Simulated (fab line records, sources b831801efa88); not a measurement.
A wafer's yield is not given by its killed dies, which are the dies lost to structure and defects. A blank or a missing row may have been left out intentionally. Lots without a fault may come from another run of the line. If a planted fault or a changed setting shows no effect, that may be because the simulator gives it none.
Chamber matching | flow gf180mcu | GF_PASSIVATION_CVD_00 on pecvd-01 has 3 sister chambers
The step deposits SiO2 from TEOS, target thk 1000 nm, time 111.95 s. 3 wafers are shown with their chamber, then 8 later ones without.

WAFERS PAIRED WITH THEIR CHAMBERS
wafer  | chamber | heater power w (W)
L907.4 | 1       | 673
L907.5 | 2       | 619
L908.1 | 0       | 665

WAFERS MISSING THEIR CHAMBER
wafer  | heater power w (W)
L908.4 | 674
L908.5 | 701
L914.1 | 830
L914.2 | 595
L914.4 | 694
L917.1 | 668
L917.2 | 645
L917.3 | 817

CHAMBER TAKEN BY EACH
wafer  | from the rows above          | in truth
L908.4 | can't be placed: 1 or 0 or 2 | 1
L908.5 | can't be placed: 1 or 0 or 2 | 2
L914.1 | can't be placed: 1 or 0 or 2 | 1
L914.2 | can't be placed: 2 or 0 or 1 | 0
L914.4 | can't be placed: 1 or 0 or 2 | 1
L917.1 | can't be placed: 0 or 1 or 2 | 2
L917.2 | can't be placed: 0 or 2 or 1 | 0
L917.3 | can't be placed: 1 or 0 or 2 | 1
0 of 8 placed correctly. These rows do not allow placing 8 (true chamber among the candidates in 8). Wrongly placed: 0.
How it was worked out, from the rows above alone: a wafer's distance from a chamber is the root of the sum, over the readings, of the square of ((its reading less the chamber's mean) divided by the reading's scatter). The wafer belongs to the nearest chamber; if the next one is less than 2 further off, it can't be placed. A chamber's mean is the mean of its shown wafers. The scatter (one wafer shown for each chamber): square how far every hidden wafer sits from the nearest shown wafer, average those squares and take the square root.
